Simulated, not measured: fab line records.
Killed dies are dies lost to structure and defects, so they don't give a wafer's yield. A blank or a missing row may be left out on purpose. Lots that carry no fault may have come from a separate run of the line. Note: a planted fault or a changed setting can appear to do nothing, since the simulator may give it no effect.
2 desks, one fault :: flow sky130 :: only its own numbers are on each desk; what lay behind them is given at the end

AT THE METROLOGY DESK
What the gauges read, lot by lot, whatever tool the lot ran on: means of the sampled wafers that have a number. If a lot's mean is further than 4 standard deviations from the usual mean, the lot is out of limits and carries the mark OUT (the distance appears in the brackets).
Columns: A = cdNm at SKY_METAL4_CD_MEAS_13, usual 299.9 nm
lot: L983
first seen here: day 42 07:38
A: 299.9

lot: L984
first seen here: day 42 17:15
A: 300.5

lot: L989
first seen here: day 44 00:29
A: 297.7

lot: L991
first seen here: day 44 15:34
A: 300.5

lot: L993
first seen here: day 44 21:52
A: 297.9

lot: L992
first seen here: day 44 23:07
A: 299.3

lot: L999
first seen here: day 46 11:04
A: 300.1

lot: L100
first seen here: day 46 16:21
A: 301.2

lot: L103
first seen here: day 47 03:06
A: 299.9

lot: L102
first seen here: day 47 04:23
A: 300.5

lot: L105
first seen here: day 47 21:08
A: 300.8
Result from this desk: across the 11 lots, nothing is out of limits.

THE TOOL OWNER'S DESK: pvdSputter-02
The tool's own readings at SKY_METAL4_SPUTTER_02 (material AlCu, target thk 735 nm, time 39.1 s): means of the sampled wafers that have a number, for each lot that ran on this tool. If a lot's mean is further than 4 standard deviations from the usual mean, the lot is out of limits and carries the mark OUT (the distance appears in the brackets).
Columns: A = throttleValvePct at SKY_METAL4_SPUTTER_02, usual 29.9 %
lot: L992
first seen here: day 43 01:00
A: 29.3

lot: L999
first seen here: day 44 15:46
A: 29.7

lot: L100
first seen here: day 44 21:37
A: 29.0
Result from this desk: across the 3 lots, nothing is out of limits.

ALL TOGETHER
At the metrology desk, nothing out of limits was observed.
Nothing out of limits was seen by the tool owner's desk.

WHAT THE SIMULATOR HAD PUT IN
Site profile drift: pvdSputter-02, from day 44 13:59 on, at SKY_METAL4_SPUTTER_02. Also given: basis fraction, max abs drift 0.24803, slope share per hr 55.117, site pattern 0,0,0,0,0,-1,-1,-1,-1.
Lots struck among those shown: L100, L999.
